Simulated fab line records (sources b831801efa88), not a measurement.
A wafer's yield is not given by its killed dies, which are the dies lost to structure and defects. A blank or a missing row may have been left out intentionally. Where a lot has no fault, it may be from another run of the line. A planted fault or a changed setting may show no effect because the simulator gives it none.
fab line records -- flow sfq_line
record: lots: 5, wafers: 23
route steps=325 shown M6@255 I6@267 M7@285 I7@301 M8@313
start_h: hours from the record's first day to the start of the lot's first wafer shown -- wait_h: hours from the lot's prior step to this one -- " identical to the entry in the row above -- L1.1+2: one row covering several wafers at once -- - no value, or no start was given -- * or withheld: withheld -- < > ~ a bound
route shown NAME@n: a module of which the file shows steps, and the number in the route of the first -- usual: mean/standard deviation taken from wafers without a fault -- same: alike in all rows -- chamber/n: place in a boat -- sites: the reading at each site -- _std_site: standard deviation of those values -- _edge_site: inner sites' mean taken away from outer sites' mean -- radius_mm: how far each site lies from the wafer's centre -- mask NAME#n: copy n -- behind: the tool/chamber that last shaped the wafer -- hold: the reason the lot was held/the length of the hold in hours/how it ended -- device: the n, p or np transistor that did not switch -- end of line: the same wafers' tests at the end of the route -- a step given without rows: its recipe and nothing more -- killed: dies that structure and defects cost at the first sort, which is not the same as the wafer's yield -- map: the dies of a wafer, with x for killed, . for not killed, _ for no die there
set.NAME: the setting the step ran with; set.NAME@STEP: the setting that earlier step ran with -- model.NAME: the simulator's own value behind a step, which no gauge read
lots whose settings were changed on purpose; a table a step, a row a wafer
== steps ==
step: SFQ_TRILAYER_M6_LITHO_COAT_164
recipe: resist: BARC, spin_rpm: 3000, resist_thk_nm: 62
lot.wafer,tool,chamber,start_h,wait_h,set.spin_rpm,model.BARC_of_TRILAYER_M6_LITHO_COAT_164.thk_nm
L077.1,litho_track-02,0,1595.35,0.1,3000,61.9
L077.2,litho_track-02,0,1595.35,0.1,3000,62.06
L077.3,litho_track-02,0,1595.35,0.1,2852,63.54
L077.4,litho_track-02,0,1595.35,0.1,2852,63.44
L077.5,litho_track-02,0,1595.35,0.1,3000,61.95
L079.1,litho_track-01,0,1615.75,0.1,3178,60.07
L079.2,litho_track-01,0,1615.75,0.1,3178,60.26
L079.3,litho_track-01,0,1615.75,0.1,3000,62.06
L079.5,litho_track-01,0,1615.75,0.1,3178,60.03
L079.6,litho_track-01,0,1615.75,0.1,3000,61.87
L080.1,litho_track-02,0,1621.75,0.1,3000,62.38
L080.2,litho_track-02,0,1621.75,0.1,3000,62.28
L080.3,litho_track-02,0,1621.75,0.1,3000,62.19
L080.4,litho_track-02,0,1621.75,0.1,3000,62.23
L080.6,litho_track-02,0,1621.75,0.1,3000,62.27
L081.2,litho_track-01,0,1635.00,0.1,3000,61.78
L081.3,litho_track-01,0,1635.00,0.1,3000,61.88
L081.4,litho_track-01,0,1635.00,0.1,3178,60.11
L081.5,litho_track-01,0,1635.00,0.1,3000,61.81
L081.6,litho_track-01,0,1635.00,0.1,3178,60.02
L083.2,litho_track-04,0,1653.00,0.1,3000,61.86
L083.4,litho_track-04,0,1653.00,0.1,3000,61.98
L083.5,litho_track-04,0,1653.00,0.1,3000,61.82
step: SFQ_TRILAYER_M6_ETCH_METAL_ETCH_162
recipe: target: Nb, stop_on: SiO2, mask_material: PR, chemistry: Cl2/Ar, target_depth_nm: 240, icp_w: 600, bias_w: 80, pressure_mtorr: 10, time_s: 120
lot.wafer,tool,chamber,start_h,wait_h,set.icp_w,model.KrF_of_TRILAYER_M6_LITHO_COAT_159.thk_nm
L077.1,rie_metal-03,1,1597.70,0.0,600,384.3
L077.2,rie_metal-03,0,1597.70,0.0,600,377.8
L077.3,rie_metal-03,0,1597.70,0.0,600,374.9
L077.4,rie_metal-03,1,1597.70,0.0,600,381.9
L077.5,rie_metal-03,0,1597.70,0.0,600,375
L079.1,rie_metal-03,0,1618.10,0.0,600,377.4
L079.2,rie_metal-03,1,1618.10,0.0,552.7,390.9
L079.3,rie_metal-03,0,1618.10,0.0,552.7,385.4
L079.5,rie_metal-03,0,1618.10,0.0,600,373.6
L079.6,rie_metal-03,1,1618.10,0.0,600,380.5
L080.1,rie_metal-03,1,1624.10,0.0,600,380.9
L080.2,rie_metal-03,0,1624.10,0.0,600,376.8
L080.3,rie_metal-03,1,1624.10,0.0,529.6,397.5
L080.4,rie_metal-03,0,1624.10,0.0,600,375.6
L080.6,rie_metal-03,1,1624.10,0.0,529.6,392.7
L081.2,rie_metal-03,1,1641.69,0.0,666.7,366.6
L081.3,rie_metal-03,0,1641.69,0.0,600,376.2
L081.4,rie_metal-03,1,1641.69,0.0,600,379.5
L081.5,rie_metal-03,0,1641.69,0.0,666.7,361.2
L081.6,rie_metal-03,1,1641.69,0.0,666.7,367.5
L083.2,rie_metal-02,0,1750.40,0.0,600,374.3
L083.4,rie_metal-02,0,1750.40,0.0,600,376
L083.5,rie_metal-02,1,1750.40,0.0,600,380.7
step: SFQ_TRILAYER_I6_CMP_CMP_166
recipe: material: SiO2, down_force_psi: 3, platen_rpm: 60, pad_velocity_m_s: 0.94248
lot.wafer,tool,chamber,start_h,wait_h,set.leave_above_ref_nm,model.SiO2_of_TRILAYER_I6_DEP_PECVD_165.thk_nm
L077.2,cmp-02,1,1598.68,0.0,205.3,206.8
L077.1,cmp-02,2,1598.68,0.0,200,201.8
L077.3,cmp-02,3,1598.68,0.0,200,199.9
L077.4,cmp-02,0,1598.68,0.0,205.3,207.4
L077.5,cmp-02,2,1601.18,2.5,200,202.1
L079.3,cmp-01,1,1619.58,0.5,200,198.9
L079.1,cmp-01,2,1619.58,0.5,200,199.4
L079.2,cmp-01,3,1619.58,0.5,200,199.3
L079.5,cmp-01,0,1619.58,0.5,200,199.1
L079.6,cmp-01,1,1619.58,0.5,200,198.2
L080.3,cmp-01,0,1625.08,0.0,200,200.9
L080.1,cmp-01,1,1625.08,0.0,200,198.5
L080.2,cmp-01,2,1625.08,0.0,194.8,194.4
L080.4,cmp-01,3,1625.08,0.0,194.8,194.8
L080.6,cmp-01,0,1625.08,0.0,194.8,195.4
L081.2,cmp-01,0,1644.43,1.8,207.8,208.9
L081.4,cmp-01,1,1644.43,1.8,200,199.8
L081.3,cmp-01,3,1645.93,3.3,200,199
L081.5,cmp-01,0,1645.93,3.3,200,200.8
L081.6,cmp-01,1,1645.93,3.3,207.8,206.2
L083.2,cmp-02,1,1751.38,0.0,200,200.6
L083.4,cmp-02,0,1752.88,1.5,200,200.5
L083.5,cmp-02,1,1752.88,1.5,200,199.3
step: SFQ_TRILAYER_I6_METRO_MEASURE_167
usual: thk_nm: 199.9/0.91
lot.wafer,tool,chamber,start_h,wait_h,set.leave_above_ref_nm@TRILAYER_I6_CMP_CMP_166,thk_nm
L077.1,film_metro-02,-,1601.80,0.1,200,201.9
L077.2,film_metro-02,-,1601.80,0.1,205.3,206.9
L077.3,film_metro-02,-,1601.80,0.1,200,199.9
L077.4,film_metro-02,-,1601.80,0.1,205.3,207.4
L077.5,film_metro-02,-,1601.80,0.1,200,201.9
L079.1,film_metro-02,-,1622.20,0.1,200,199.4
L079.2,film_metro-02,-,1622.20,0.1,200,199.4
L079.3,film_metro-02,-,1622.20,0.1,200,198.9
L079.5,film_metro-02,-,1622.20,0.1,200,198.9
L079.6,film_metro-02,-,1622.20,0.1,200,198.3
L080.1,film_metro-04,-,1628.20,0.1,200,198.4
L080.2,film_metro-04,-,1628.20,0.1,194.8,194.5
L080.3,film_metro-04,-,1628.20,0.1,200,200.8
L080.4,film_metro-04,-,1628.20,0.1,194.8,194.7
L080.6,film_metro-04,-,1628.20,0.1,194.8,195.3
L081.2,film_metro-02,-,1647.75,0.3,207.8,208.7
L081.3,film_metro-02,-,1647.75,0.3,200,199.2
L081.4,film_metro-02,-,1647.75,0.3,200,199.9
L081.5,film_metro-02,-,1647.75,0.3,200,200.8
L081.6,film_metro-02,-,1647.75,0.3,207.8,206.4
L083.2,film_metro-04,-,1754.70,0.3,200,200.6
L083.4,film_metro-04,-,1754.70,0.3,200,200.3
L083.5,film_metro-04,-,1754.70,0.3,200,199.5
step: SFQ_TRILAYER_I6_VIA_LITHO_COAT_169
recipe: resist: KrF, spin_rpm: 3000, resist_thk_nm: 650
lot.wafer,tool,chamber,start_h,wait_h,set.resist_thk_nm,model.KrF_of_TRILAYER_I6_VIA_LITHO_COAT_169.thk_nm
L077.1,litho_track-03,0,1603.30,0.2,650,649.7
L077.2+5,litho_track-03,0,1603.30,0.2,650,650.6
L077.3,litho_track-03,0,1603.30,0.2,650,650
L077.4,litho_track-03,0,1603.30,0.2,650,650.9
L079.1,litho_track-04,0,1623.70,0.2,650,649.9
L079.2,litho_track-04,0,1623.70,0.2,640.1,640.8
L079.3,litho_track-04,0,1623.70,0.2,650,649.4
L079.5,litho_track-04,0,1623.70,0.2,650,649.7
L079.6,litho_track-04,0,1623.70,0.2,640.1,641.1
L080.1,litho_track-03,0,1629.70,0.2,622.4,622.1
L080.2,litho_track-03,0,1629.70,0.2,650,650.6
L080.3,litho_track-03,0,1629.70,0.2,622.4,622.8
L080.4,litho_track-03,0,1629.70,0.2,622.4,624.8
L080.6,litho_track-03,0,1629.70,0.2,650,650.1
L081.2,litho_track-02,0,1649.10,0.2,650,647.8
L081.3,litho_track-02,0,1649.10,0.2,650,648
L081.4,litho_track-02,0,1649.10,0.2,650,648.7
L081.5,litho_track-02,0,1649.10,0.2,650,647.9
L081.6,litho_track-02,0,1649.10,0.2,650,647.5
L083.2,litho_track-02,0,1756.05,0.2,650,653.6
L083.4,litho_track-02,0,1756.05,0.2,650,654.4
L083.5,litho_track-02,0,1756.05,0.2,650,652.7
step: SFQ_TRILAYER_I6_VIA_LITHO_SOFTBAKE_173
recipe: temp_c: withheld, time_s: withheld, resist: KrF
step: SFQ_TRILAYER_I6_VIA_LITHO_EXPOSE_170
recipe: mask_id: I6, na: 0.6, source_shape: conventional, sigma_outer: 0.65, target_cd_nm: 700, dose_mj: 21.3
step: SFQ_TRILAYER_I6_VIA_BARC_OPEN_VIA_ETCH_235
recipe: mask_material: PR, chemistry: O2, target_depth_nm: 125, target: BARC, source_w: 500, bias_w: 80, pressure_mtorr: 30, time_s: 41.7
step: SFQ_TRILAYER_I6_VIA_ETCH_VIA_ETCH_172
recipe: target: SiO2, stop_on: Nb, mask_material: PR, taper_deg: 20, chemistry: CHF3, target_depth_nm: 260, source_w: 500, bias_w: 80, pressure_mtorr: 30, time_s: withheld
lot.wafer,tool,chamber,start_h,wait_h,set.leave_above_ref_nm@TRILAYER_I6_CMP_CMP_166,set.resist_thk_nm@TRILAYER_I6_VIA_LITHO_COAT_169,model.KrF_of_TRILAYER_I6_VIA_LITHO_COAT_169.thk_nm,model.I6.feature_depth_nm
L077.1,rie_diel-03,3,1712.00,0.0,200,650,529.2,201.8
L077.2,rie_diel-03,1,1712.00,0.0,205.3,650,530.3,206.8
L077.3,rie_diel-03,2,1712.00,0.0,200,650,527.9,199.9
L077.4,rie_diel-03,0,1712.00,0.0,205.3,650,529.7,207.4
L077.5,rie_diel-03,0,1712.00,0.0,200,650,529.6,202.1
L079.1,rie_diel-01,3,1726.10,0.0,200,650,529.7,199.4
L079.2,rie_diel-01,0,1726.10,0.0,200,640.1,518.1,199.3
L079.3,rie_diel-01,2,1726.10,0.0,200,650,527,198.9
L079.5,rie_diel-01,2,1726.10,0.0,200,650,527.2,199.1
L079.6,rie_diel-01,3,1726.10,0.0,200,640.1,520.6,198.2
L080.1,rie_diel-01,3,1732.26,0.0,200,622.4,502.3,198.5
L080.2,rie_diel-01,1,1732.26,0.0,194.8,650,529.2,194.4
L080.3,rie_diel-01,2,1732.26,0.0,200,622.4,502.1,200.9
L080.4,rie_diel-01,0,1732.26,0.0,194.8,622.4,502.4,194.8
L080.6,rie_diel-01,1,1732.26,0.0,194.8,650,528.7,195.4
L081.2,rie_diel-04,3,1733.97,0.0,207.8,650,528.3,208.9
L081.3,rie_diel-04,0,1733.97,0.0,200,650,527.5,199
L081.4,rie_diel-04,2,1733.97,0.0,200,650,526.2,199.8
L081.5,rie_diel-04,3,1733.97,0.0,200,650,528.8,200.8
L081.6,rie_diel-04,0,1733.97,0.0,207.8,650,526.8,206.2
L083.2,rie_diel-03,2,1875.62,0.0,200,650,530.7,200.6
L083.4,rie_diel-03,3,1875.62,0.0,200,650,533.8,200.5
L083.5,rie_diel-03,3,1875.62,0.0,200,650,531.9,199.3
step: SFQ_TRILAYER_M7_LITHO_COAT_182
recipe: resist: BARC, spin_rpm: 3000, resist_thk_nm: 62
lot.wafer,tool,chamber,start_h,wait_h,set.resist_thk_nm,model.BARC_of_TRILAYER_M7_LITHO_COAT_182.thk_nm
L077.1,litho_track-03,0,1713.19,0.1,62,62.12
L077.2,litho_track-03,0,1713.19,0.1,62,62.14
L077.3,litho_track-03,0,1713.19,0.1,62,62.22
L077.4,litho_track-03,0,1713.19,0.1,62,62.03
L077.5,litho_track-03,0,1713.19,0.1,62,62.13
L079.1,litho_track-01,0,1727.40,0.2,62,61.97
L079.2,litho_track-01,0,1727.40,0.2,60.69,60.59
L079.3,litho_track-01,0,1727.40,0.2,60.69,60.65
L079.5,litho_track-01,0,1727.40,0.2,62,61.98
L079.6,litho_track-01,0,1727.40,0.2,60.69,60.6
L080.1,litho_track-01,0,1733.45,0.1,58.47,58.33
L080.2,litho_track-01,0,1733.45,0.1,62,62.21
L080.3,litho_track-01,0,1733.45,0.1,58.47,58.59
L080.4,litho_track-01,0,1733.45,0.1,62,62.03
L080.6,litho_track-01,0,1733.45,0.1,58.47,58.52
L081.2,litho_track-01,0,1735.21,0.1,58.28,58.33
L081.3+6,litho_track-01,0,1735.21,0.1,62,62.02
L081.4,litho_track-01,0,1735.21,0.1,62,62.05
L081.5,litho_track-01,0,1735.21,0.1,58.28,58.38
L083.2,litho_track-03,0,1876.85,0.1,62,61.86
L083.4,litho_track-03,0,1876.85,0.1,62,62.18
L083.5,litho_track-03,0,1876.85,0.1,62,62.07
step: SFQ_TRILAYER_M7_LITHO_PEB_180
recipe: peb_temp_c: 115, peb_time_s: 60, resist: KrF
lot.wafer,tool,chamber,start_h,wait_h,set.peb_time_s
L077.1+2+3+4+5,litho_track-02,0,1826.33,1.0,60
L079.1+2+3+5+6,litho_track-01,0,1840.73,1.0,60
L080.1+2+6,litho_track-03,0,1850.33,1.0,68.21
L080.3+4,litho_track-03,0,1850.33,1.0,60
L081.2+3,litho_track-03,0,1851.55,0.8,55
L081.4+5+6,litho_track-03,0,1851.55,0.8,60
L083.2+4+5,litho_track-01,0,1958.14,0.8,60
step: SFQ_TRILAYER_M7_LITHO_DEVELOP_179
recipe: time_s: 60, resist: KrF
step: SFQ_TRILAYER_M7_BARC_OPEN_METAL_ETCH_229
recipe: mask_material: PR, chemistry: O2, target_depth_nm: 125, target: BARC, icp_w: 600, bias_w: 80, pressure_mtorr: 10, time_s: 41.7
lot.wafer,tool,chamber,start_h,wait_h,set.peb_time_s@TRILAYER_M7_LITHO_PEB_180,model.M7.cd_nm
L077.1,rie_metal-04,1,1826.67,0.0,60,501.4
L077.2,rie_metal-04,0,1826.67,0.0,60,500.7
L077.3,rie_metal-04,1,1826.67,0.0,60,500.4
L077.4,rie_metal-04,0,1826.67,0.0,60,500.9
L077.5,rie_metal-04,1,1826.67,0.0,60,501.2
L079.1,rie_metal-04,0,1841.07,0.0,60,498.5
L079.2,rie_metal-04,1,1841.07,0.0,60,500.2
L079.3,rie_metal-04,1,1841.07,0.0,60,501
L079.5,rie_metal-04,0,1841.07,0.0,60,499.2
L079.6,rie_metal-04,1,1841.07,0.0,60,499.6
L080.1,rie_metal-01,1,1850.67,0.0,68.21,485
L080.2,rie_metal-01,1,1850.67,0.0,68.21,486
L080.3,rie_metal-01,1,1850.67,0.0,60,502.5
L080.4,rie_metal-01,1,1850.67,0.0,60,502.4
L080.6,rie_metal-01,1,1850.67,0.0,68.21,484
L081.2,rie_metal-02,0,1851.87,0.0,55,511
L081.3,rie_metal-02,0,1851.87,0.0,55,510.8
L081.4,rie_metal-02,1,1851.87,0.0,60,498.5
L081.5,rie_metal-02,1,1851.87,0.0,60,499.9
L081.6,rie_metal-02,0,1851.87,0.0,60,499
L083.2+4,rie_metal-04,1,1958.45,0.0,60,497.7
L083.5,rie_metal-04,1,1958.45,0.0,60,498
step: SFQ_TRILAYER_M7_ETCH_METAL_ETCH_180
recipe: target: Nb, stop_on: SiO2, mask_material: PR, chemistry: Cl2/Ar, target_depth_nm: 240, icp_w: 600, bias_w: 80, pressure_mtorr: 10, time_s: 120
lot.wafer,tool,chamber,start_h,wait_h,set.peb_time_s@TRILAYER_M7_LITHO_PEB_180,model.M7.cd_nm
L077.1,rie_metal-04,1,1826.72,0.0,60,502.8
L077.2,rie_metal-04,0,1826.72,0.0,60,500
L077.3,rie_metal-04,1,1826.72,0.0,60,500.6
L077.4,rie_metal-04,0,1826.72,0.0,60,501.1
L077.5,rie_metal-04,1,1826.72,0.0,60,502.2
L079.1,rie_metal-04,0,1841.12,0.0,60,498.1
L079.2,rie_metal-04,1,1841.12,0.0,60,500.3
L079.3,rie_metal-04,1,1841.12,0.0,60,502.1
L079.5,rie_metal-04,0,1841.12,0.0,60,498.8
L079.6,rie_metal-04,1,1841.12,0.0,60,500.7
L080.1,rie_metal-01,1,1850.78,0.1,68.21,484.6
L080.2,rie_metal-01,1,1850.78,0.1,68.21,484.2
L080.3,rie_metal-01,1,1850.78,0.1,60,501.6
L080.4,rie_metal-01,1,1850.78,0.1,60,502.4
L080.6,rie_metal-01,1,1850.78,0.1,68.21,482
L081.2,rie_metal-02,0,1851.92,0.0,55,512.6
L081.3,rie_metal-02,0,1851.92,0.0,55,511.3
L081.4,rie_metal-02,1,1851.92,0.0,60,499.3
L081.5,rie_metal-02,1,1851.92,0.0,60,500.5
L081.6,rie_metal-02,0,1851.92,0.0,60,499.4
L083.2,rie_metal-04,1,1958.51,0.0,60,499
L083.4,rie_metal-04,1,1958.51,0.0,60,498.6
L083.5,rie_metal-04,1,1958.51,0.0,60,498.4
step: SFQ_TRILAYER_I7_VIA_LITHO_COAT_187
recipe: resist: KrF, spin_rpm: 3000, resist_thk_nm: 650
lot.wafer,tool,chamber,start_h,wait_h,set.spin_rpm,model.KrF_of_TRILAYER_I7_VIA_LITHO_COAT_187.thk_nm
L077.1,litho_track-01,0,1833.71,0.2,2943,658.7
L077.2,litho_track-01,0,1833.71,0.2,3000,649.4
L077.3,litho_track-01,0,1833.71,0.2,2943,654.9
L077.4,litho_track-01,0,1833.71,0.2,2943,656.2
L077.5,litho_track-01,0,1833.71,0.2,3000,649.2
L079.1,litho_track-03,0,1846.72,0.2,3000,648.3
L079.2,litho_track-03,0,1846.72,0.2,3150,632.7
L079.3,litho_track-03,0,1846.72,0.2,3150,634.2
L079.5,litho_track-03,0,1846.72,0.2,3150,632.3
L079.6,litho_track-03,0,1846.72,0.2,3000,648.8
L080.1,litho_track-03,0,1857.12,0.2,3000,650
L080.2,litho_track-03,0,1857.12,0.2,3000,653.5
L080.3,litho_track-03,0,1857.12,0.2,3080,643.4
L080.4,litho_track-03,0,1857.12,0.2,3000,652.9
L080.6,litho_track-03,0,1857.12,0.2,3080,644
L081.2,litho_track-04,0,1860.17,0.2,3000,651.5
L081.3,litho_track-04,0,1860.17,0.2,2842,667.5
L081.4,litho_track-04,0,1860.17,0.2,3000,650.7
L081.5,litho_track-04,0,1860.17,0.2,2842,668
L081.6,litho_track-04,0,1860.17,0.2,3000,648.5
L083.2,litho_track-03,0,1964.16,0.2,3000,645.7
L083.4,litho_track-03,0,1964.16,0.2,3000,647
L083.5,litho_track-03,0,1964.16,0.2,3000,648.1
step: SFQ_TRILAYER_I7_VIA_BARC_OPEN_VIA_ETCH_260
recipe: mask_material: PR, chemistry: O2, target_depth_nm: 125, target: BARC, source_w: 500, bias_w: 80, pressure_mtorr: 30, time_s: 41.7
usual: oes_product_au: 0.684/0.0045
lot.wafer,tool,chamber,start_h,wait_h,set.time_s,set.spin_rpm@TRILAYER_I7_VIA_LITHO_COAT_187,oes_product_au,model.KrF_of_TRILAYER_I7_VIA_LITHO_COAT_187.thk_nm
L077.1,rie_diel-02,3,1849.14,0.0,41.7,2943,0.680,582.2
L077.2,rie_diel-02,2,1849.14,0.0,41.7,3000,0.685,572.7
L077.3,rie_diel-02,0,1849.14,0.0,35.55,2943,0.734,586.1
L077.4,rie_diel-02,1,1849.14,0.0,35.55,2943,0.737,586.1
L077.5,rie_diel-02,2,1849.14,0.0,35.55,3000,0.742,579.7
L079.1,rie_diel-01,2,1851.54,0.0,47.68,3000,0.672,562.3
L079.2,rie_diel-01,3,1851.54,0.0,41.7,3150,0.685,555.5
L079.3,rie_diel-01,0,1851.54,0.0,41.7,3150,0.684,556.2
L079.5,rie_diel-01,0,1851.54,0.0,47.68,3150,0.677,547.5
L079.6,rie_diel-01,3,1851.54,0.0,47.68,3000,0.675,564.5
L080.1,rie_diel-02,0,1859.11,0.0,36.24,3000,0.732,580.4
L080.2,rie_diel-02,3,1859.11,0.0,36.24,3000,0.735,583.3
L080.3,rie_diel-02,1,1859.11,0.0,36.24,3080,0.738,572.6
L080.4,rie_diel-02,2,1859.11,0.0,41.7,3000,0.683,576.5
L080.6,rie_diel-02,3,1859.11,0.0,41.7,3080,0.684,566.8
L081.2,rie_diel-04,1,1943.03,0.0,41.7,3000,0.680,575.1
L081.3,rie_diel-04,3,1943.03,0.0,44.78,2842,0.674,587
L081.4,rie_diel-04,2,1943.03,0.0,44.78,3000,0.678,569
L081.5,rie_diel-04,2,1943.03,0.0,44.78,2842,0.683,586.1
L081.6,rie_diel-04,3,1943.03,0.0,41.7,3000,0.684,572.3
L083.2,rie_diel-04,0,1966.22,0.0,41.7,3000,0.681,569.8
L083.4,rie_diel-04,3,1966.22,0.0,41.7,3000,0.685,570.7
L083.5,rie_diel-04,3,1966.22,0.0,41.7,3000,0.686,571.5
step: SFQ_TRILAYER_M8_LITHO_COAT_193
recipe: resist: KrF, spin_rpm: 3000, resist_thk_nm: 600
lot.wafer,tool,chamber,start_h,wait_h,set.spin_rpm,model.KrF_of_TRILAYER_M8_LITHO_COAT_193.thk_nm
L077.1,litho_track-02,0,-,-,3000,603.1
L077.2,litho_track-02,0,-,-,2860,617.7
L077.3,litho_track-02,0,-,-,2860,615.2
L077.4,litho_track-02,0,-,-,3000,601.8
L077.5,litho_track-02,0,-,-,3000,602.3
L079.1,litho_track-02,0,-,-,3190,580.1
L079.2,litho_track-02,0,-,-,3190,580
L079.3,litho_track-02,0,-,-,3000,596.7
L079.5,litho_track-02,0,-,-,3000,598.1
L079.6,litho_track-02,0,-,-,3000,598.6
L080.1,litho_track-01,0,-,-,3113,590.2
L080.2,litho_track-01,0,-,-,3000,599.1
L080.3,litho_track-01,0,-,-,3000,599.4
L080.4,litho_track-01,0,-,-,3113,588.4
L080.6,litho_track-01,0,-,-,3113,591.1
L081.2,litho_track-01,0,-,-,2914,608.6
L081.3,litho_track-01,0,-,-,3000,600.3
L081.4,litho_track-01,0,-,-,2914,608.8
L081.5,litho_track-01,0,-,-,2914,608.2
L081.6,litho_track-01,0,-,-,3000,600.9
L083.2,litho_track-04,0,-,-,3000,600.7
L083.4,litho_track-04,0,-,-,3000,599.8
L083.5,litho_track-04,0,-,-,3000,599.7
step: SFQ_TRILAYER_M8_DEP_EVAP_197
recipe: material: Ti, angular_spread_deg: 1, target_thk_nm: 20, time_s: 100, power_w: 2000
lot.wafer,tool,chamber,start_h,wait_h,set.time_s,model.Ti_of_TRILAYER_M8_DEP_EVAP_197.thk_nm
L077.1+5,pvd_sputter-01,-,1926.84,0.0,100,20.1
L077.2,pvd_sputter-01,-,1926.84,0.0,100,20.06
L077.3,pvd_sputter-01,-,1926.84,0.0,87.54,17.77
L077.4,pvd_sputter-01,-,1926.84,0.0,87.54,17.53
L079.1,pvd_sputter-01,-,1929.24,0.0,100,19.83
L079.2+3,pvd_sputter-01,-,1929.24,0.0,100,19.82
L079.5,pvd_sputter-01,-,1929.24,0.0,100,19.8
L079.6,pvd_sputter-01,-,1929.24,0.0,100,19.88
L080.1,pvd_sputter-02,-,1930.44,0.0,109.4,21.9
L080.2,pvd_sputter-02,-,1930.44,0.0,100,19.77
L080.3,pvd_sputter-02,-,1930.44,0.0,109.4,21.59
L080.4,pvd_sputter-02,-,1930.44,0.0,100,19.68
L080.6,pvd_sputter-02,-,1930.44,0.0,109.4,21.61
L081.2,pvd_sputter-01,-,2032.85,0.0,91.09,18.39
L081.3,pvd_sputter-01,-,2032.85,0.0,91.09,18.37
L081.4,pvd_sputter-01,-,2032.85,0.0,100,19.77
L081.5,pvd_sputter-01,-,2032.85,0.0,91.09,18.31
L081.6,pvd_sputter-01,-,2032.85,0.0,100,20.09
L083.2,pvd_sputter-01,-,2055.65,0.0,100,19.99
L083.4,pvd_sputter-01,-,2055.65,0.0,100,19.77
L083.5,pvd_sputter-01,-,2055.65,0.0,100,20.08
== key ==
split: step: SFQ_TRILAYER_M6_LITHO_COAT_164, setting: spin_rpm, stated: 3000, by: wafer
response: step: SFQ_TRILAYER_M6_LITHO_COAT_164, reading: model.BARC_of_TRILAYER_M6_LITHO_COAT_164.thk_nm, change: -0.305, per: 1%, r: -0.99
split: step: SFQ_TRILAYER_M6_ETCH_METAL_ETCH_162, setting: icp_w, stated: 600, by: wafer
response: step: SFQ_TRILAYER_M6_ETCH_METAL_ETCH_162, reading: model.KrF_of_TRILAYER_M6_LITHO_COAT_159.thk_nm, change: -1.33, per: 1%, r: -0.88
split: step: SFQ_TRILAYER_I6_CMP_CMP_166, setting: leave_above_ref_nm, stated: 200, by: wafer
response: step: SFQ_TRILAYER_I6_CMP_CMP_166, reading: model.SiO2_of_TRILAYER_I6_DEP_PECVD_165.thk_nm, change: +2, per: 1%, r: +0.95
response: step: SFQ_TRILAYER_I6_METRO_MEASURE_167, reading: thk_nm, change: +1.99, per: 1%, r: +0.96
response: step: SFQ_TRILAYER_I6_VIA_ETCH_VIA_ETCH_172, reading: model.I6.feature_depth_nm, change: +2, per: 1%, r: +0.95
split: step: SFQ_TRILAYER_I6_VIA_LITHO_COAT_169, setting: resist_thk_nm, stated: 650, by: wafer
response: step: SFQ_TRILAYER_I6_VIA_LITHO_COAT_169, reading: model.KrF_of_TRILAYER_I6_VIA_LITHO_COAT_169.thk_nm, change: +6.31, per: 1%, r: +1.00
response: step: SFQ_TRILAYER_I6_VIA_ETCH_VIA_ETCH_172, reading: model.KrF_of_TRILAYER_I6_VIA_LITHO_COAT_169.thk_nm, change: +6.21, per: 1%, r: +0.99
split: step: SFQ_TRILAYER_M7_LITHO_COAT_182, setting: resist_thk_nm, stated: 62, by: wafer
response: step: SFQ_TRILAYER_M7_LITHO_COAT_182, reading: model.BARC_of_TRILAYER_M7_LITHO_COAT_182.thk_nm, change: +0.626, per: 1%, r: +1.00
split: step: SFQ_TRILAYER_M7_LITHO_PEB_180, setting: peb_time_s, stated: 60, by: wafer
response: step: SFQ_TRILAYER_M7_BARC_OPEN_METAL_ETCH_229, reading: model.M7.cd_nm, change: -1.32, per: 1%, r: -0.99
response: step: SFQ_TRILAYER_M7_ETCH_METAL_ETCH_180, reading: model.M7.cd_nm, change: -1.38, per: 1%, r: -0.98
split: step: SFQ_TRILAYER_I7_VIA_LITHO_COAT_187, setting: spin_rpm, stated: 3000, by: wafer
response: step: SFQ_TRILAYER_I7_VIA_LITHO_COAT_187, reading: model.KrF_of_TRILAYER_I7_VIA_LITHO_COAT_187.thk_nm, change: -3.24, per: 1%, r: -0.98
response: step: SFQ_TRILAYER_I7_VIA_BARC_OPEN_VIA_ETCH_260, reading: model.KrF_of_TRILAYER_I7_VIA_LITHO_COAT_187.thk_nm, change: -2.7, per: 1%, r: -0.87
split: step: SFQ_TRILAYER_I7_VIA_BARC_OPEN_VIA_ETCH_260, setting: time_s, stated: 41.7, by: wafer
response: step: SFQ_TRILAYER_I7_VIA_BARC_OPEN_VIA_ETCH_260, reading: oes_product_au, shape: bent, at_lowest: 0.738, at_stated: 0.683, at_highest: 0.675
response: step: SFQ_TRILAYER_I7_VIA_BARC_OPEN_VIA_ETCH_260, reading: model.KrF_of_TRILAYER_I7_VIA_LITHO_COAT_187.thk_nm, slope: -0.47, per: 1%, together_with: spin_rpm@TRILAYER_I7_VIA_LITHO_COAT_187, explained: 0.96
split: step: SFQ_TRILAYER_M8_LITHO_COAT_193, setting: spin_rpm, stated: 3000, by: wafer
response: step: SFQ_TRILAYER_M8_LITHO_COAT_193, reading: model.KrF_of_TRILAYER_M8_LITHO_COAT_193.thk_nm, change: -2.8, per: 1%, r: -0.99
split: step: SFQ_TRILAYER_M8_DEP_EVAP_197, setting: time_s, stated: 100, by: wafer
response: step: SFQ_TRILAYER_M8_DEP_EVAP_197, reading: model.Ti_of_TRILAYER_M8_DEP_EVAP_197.thk_nm, change: +0.195, per: 1%, r: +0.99
